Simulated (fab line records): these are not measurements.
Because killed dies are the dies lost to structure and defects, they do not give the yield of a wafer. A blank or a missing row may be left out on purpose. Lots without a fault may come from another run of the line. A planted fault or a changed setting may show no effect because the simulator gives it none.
8D (eight disciplines) problem report, filled in by code    flow sky130    the parts of the form that need people (team, actions taken, sign-off) are left out

1. WHAT WENT WRONG
POLY_GATE_CVD_00_THK at SKY_POLY_GATE_THK_MEAS_01 reads a mean of 121.6 nm on 6 wafers of 2 lots; wafers without a fault read 180.0 nm with a standard deviation of 1.7. That puts it -34 standard deviations away from the usual mean.
First observed at day 21 07:01: wafer L360.1, on film metro-03. At this step, 33 wafers from 11 lots have a number in the record. The rule behind "out" and "out of limits": a value lying over 4 standard deviations away from the usual mean. The rest of the wafers with a number are treated as sound.

2. WHAT IT IS, AND WHAT IT ISN'T
question                     is                            is not
which readings at this step  POLY_GATE_CVD_00_THK          -
which lots                   L360, L362                    L341, L342, L343, L346, L347, L348, L349, L351, L364
which wafers of those lots   all that have a number        -
read on which gauges         film metro-03, film metro-04  film metro-02
when                         from day 21 07:01             up to then (24 sound wafers); but 3 sound wafers of L364 came after

3. SUSPECTS, AND WHAT RULES EACH OUT
Counting: a tool at any process step up to the reading remains a suspect when it ran all the lots that are out and ran no sound lot after the first of those.
- the gauge at SKY_POLY_GATE_THK_MEAS_01: ruled out. 2 gauges (film metro-03, film metro-04) read the wafers that are out.
- lpcvd-01 at SKY_POLY_GATE_CVD_00 (deposits poly-Si, target thk 180 nm, time 720 s): ruled out as a lasting fault. After its first lot that is out, L360 (day 21 05:49), sound lots L364 ran on it.
Left after counting: nothing in the record.

4. THE CAUSE (what the simulator had put in)
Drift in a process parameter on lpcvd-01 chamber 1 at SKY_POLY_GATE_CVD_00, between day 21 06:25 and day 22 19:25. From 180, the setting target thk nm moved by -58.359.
The count ruled it out by mistake, since the rule takes a fault to strike every lot its tool runs from the start of the fault on, and this one did not do so.

5. THE CHAIN OF EFFECTS, in route order
Each row: a reading where the mean over the struck wafers with a number is more than 3 standard deviations away from the usual. Scope: only readings with a usual standard deviation given in the record; hours: median across lots of the time from each lot's start at the first step in this table that gives one to its start at this step; sigmas: change in usual standard deviations.
hours  step                       reading               usual       on struck wafers  change  sigmas
0      SKY_POLY_GATE_THK_MEAS_01  POLY_GATE_CVD_00_THK  180.0 nm    121.6             -58.4   -34
63     SKY_POLY_GATE_ETCH_17      oes product au        0.987 a.u.  0.762             -0.225  -35
Here are the process steps it includes:
- SKY_POLY_GATE_ETCH_17: etches poly-Si in HBr/Cl2, stops on SiO2, target depth 180 nm, time 70.5 s.
Later measuring or inspecting steps at which every struck wafer that the step has a row for has a number for every such reading, and none has moved that far: SKY_POLY_GATE_OVL_MEAS_14.

6. WHAT WOULD HAVE CAUGHT IT SOONER
In this record the first reading out of limits at a measuring or inspecting step was taken at day 21 07:01, 1 hour after the fault began at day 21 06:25.
